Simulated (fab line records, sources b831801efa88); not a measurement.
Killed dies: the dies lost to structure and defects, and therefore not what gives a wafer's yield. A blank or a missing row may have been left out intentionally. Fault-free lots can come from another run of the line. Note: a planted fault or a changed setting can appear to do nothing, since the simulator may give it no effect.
A lot that was struck, set against a sound lot :: flow sky130 :: 16 out of 708 route steps
Sound: these wafers, L930.1, L930.2, L930.3. Struck: wafer L941.3 (left out: L941.1, a lot-mate that was not struck); the cause follows at the end.
For every step that has rows: the tool of each side, followed by ch and its chambers, followed by its first start. Under that, the readings that differ: sound wafers :: struck wafers :: difference of the means :: sigmas: that difference in standard deviations of wafers without a fault.
alike: words and numbers the same on both sides, and readings whose means are apart by under 2 such deviations; not compared: readings that were withheld, readings missing a value for some wafer, numbers with overlapping values and no deviation given by the record, and bounds like >300 which may hide the same value.
Wherever a step has rows on one side only, a row that says differs or no value, or a row with sigmas, the two part there. Numbers that don't overlap but have no deviation are shown without sigmas and don't part them. A reading missing from all wafers of one side parts the sides only when that side holds two or more wafers.

first, 8 steps without rows for these wafers: SKY_METAL1_DEHYDRATE_07 (time 60 s); SKY_METAL1_HMDS_08 (prime time 60 s); SKY_METAL1_COAT_09 (resist thk 60 nm); SKY_METAL1_COAT_10 (resist thk 450 nm); SKY_METAL1_SOFTBAKE_11 (time 90 s); SKY_METAL1_EXPOSE_12 (exposes mask MM1, target cd 140 nm); SKY_METAL1_PEB_13; SKY_METAL1_DEVELOP_14 (develop time 60 s).
SKY_METAL1_CD_MEAS_15: the cd target is 140 nm.
  sound: cd sem-01 at day 33 10:17; struck: cd sem-01 at day 37 05:59
  alike: cd nm
SKY_METAL1_OVL_MEAS_16:
  sound: overlay-01 at day 33 10:25; struck: overlay-01 at day 37 06:06
  alike: METAL1_OVL
SKY_METAL1_DESCUM_17: chemistry O2, time 8 s.
  sound on rie metal-02 ch 0,1, day 33 10:27; struck on rie metal-02 ch 0, day 37 06:08
  alike: drypump motor current A, oes product au
  not compared: rf hours counter h
SKY_METAL1_ETCH_18: etches BARC in N2/H2, stops on SiO2, time 45.9 s, target depth 60 nm.
  sound on rie metal-02 ch 0,1, day 33 10:29; struck on rie metal-02 ch 0, day 37 06:12
  alike: drypump motor current A, oes product au, throttle valve pct
  not compared: rf hours counter h
SKY_METAL1_METAL_ETCH_19: etches the open film in Cl2/BCl3, stops on SiO2, target depth 360 nm, time 78 s.
  sound on rie metal-02 ch 0,1, day 33 10:32; struck on rie metal-02 ch 0, day 37 06:19
reading: oes product au (a.u.)
sound: 0.852 0.858 0.860
struck: 0.775
difference: -0.082
sigmas: -14

reading: throttle valve pct (%)
sound: 22.271 22.271 22.256
struck: 22.245
difference: -0.021
sigmas: -2

reading: model.KrF-thick_of_METAL1_COAT_10.thk nm (nm)
sound: 162.4 157.5 156.7
struck: 244.5
difference: +85.6
sigmas: 

reading: model.METAL1.feature depth nm (nm)
sound: 361 361.4 360.7
struck: 299.5
difference: -61.5
sigmas: 

reading: model.etch.depth nm (nm)
sound: 361 361.4 360.7
struck: 299.5
difference: -61.5
sigmas: 
  alike: drypump motor current A, mfc cl2 sccm
  not compared: rf hours counter h
SKY_METAL1_STRIP_20: strips in O2/N2.
  sound on plasma asher-02 ch 0,1, day 33 10:38; struck on plasma asher-03 ch 0, day 37 06:30
reading: oes product au (a.u.)
sound: 0.342 0.338 0.339
struck: 0.380
difference: +0.040
sigmas: +8

reading: strip time to endpoint s (s)
sound: 2.74 2.69 2.68
struck: 3.63
difference: +0.93
sigmas: +22
  alike: drypump motor current A
  not compared: rf hours counter h
then, 1 step without rows for these wafers: SKY_METAL1_STRIP_21 (strips in post etch residue remover, time 1200 s).
-- the record jumps here: 12 days lie between the struck wafers' starts before and after (it left off in module METAL1 and takes up again in module PAD_OPEN, whose first step shown is number 708 of the route) --
SKY_PAD_OPEN_PROBE_99:
  sound: prober-01 at day 46 06:02; struck: prober-01 at day 49 03:16
reading: hold
sound: - - -
struck: await dispo/7.2h/release
difference: no value on the sound wafers
sigmas: 

reading: defect limited yield (%)
sound: 83.3 84.3 81.9
struck: 0
difference: -83
sigmas: -44

reading: killed_at_M0_to_M3
sound: 39 35 47
struck: 454
difference: +414
sigmas: +60

reading: killed_at_M4_up
sound: 0 3 2
struck: 6
difference: +4
sigmas: +2

reading: killed at front end
sound: 20 20 18
struck: 10
difference: -9
sigmas: -2

reading: killed dies
sound: 82 77 89
struck: 492
difference: +409
sigmas: +43

reading: killed on rim
sound: 14 17 22
struck: 96
difference: +78
sigmas: +20

reading: sort_bin_3_pad_short (%)
sound: 0.8 0.6 0.8
struck: 2.0
difference: +1.3
sigmas: +3

reading: sort_bin_5_function (%)
sound: 9.8 8.9 11.8
struck: 93.3
difference: +83.1
sigmas: +55

reading: sort n pass
sound: 410 415 403
struck: 0
difference: -409
sigmas: -43

reading: sort yield pct (%)
sound: 83.3 84.3 81.9
struck: 0
difference: -83
sigmas: -44
  alike: killed at contacts, killed at other, killed open, killed short, sort_bin_6_memory

== WHERE THEY PART ==
First at SKY_METAL1_METAL_ETCH_19; last, within this record, at SKY_PAD_OPEN_PROBE_99.

WHY: what the simulator had put in
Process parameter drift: rie metal-02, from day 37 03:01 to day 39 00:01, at SKY_METAL1_METAL_ETCH_19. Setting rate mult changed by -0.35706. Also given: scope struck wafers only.
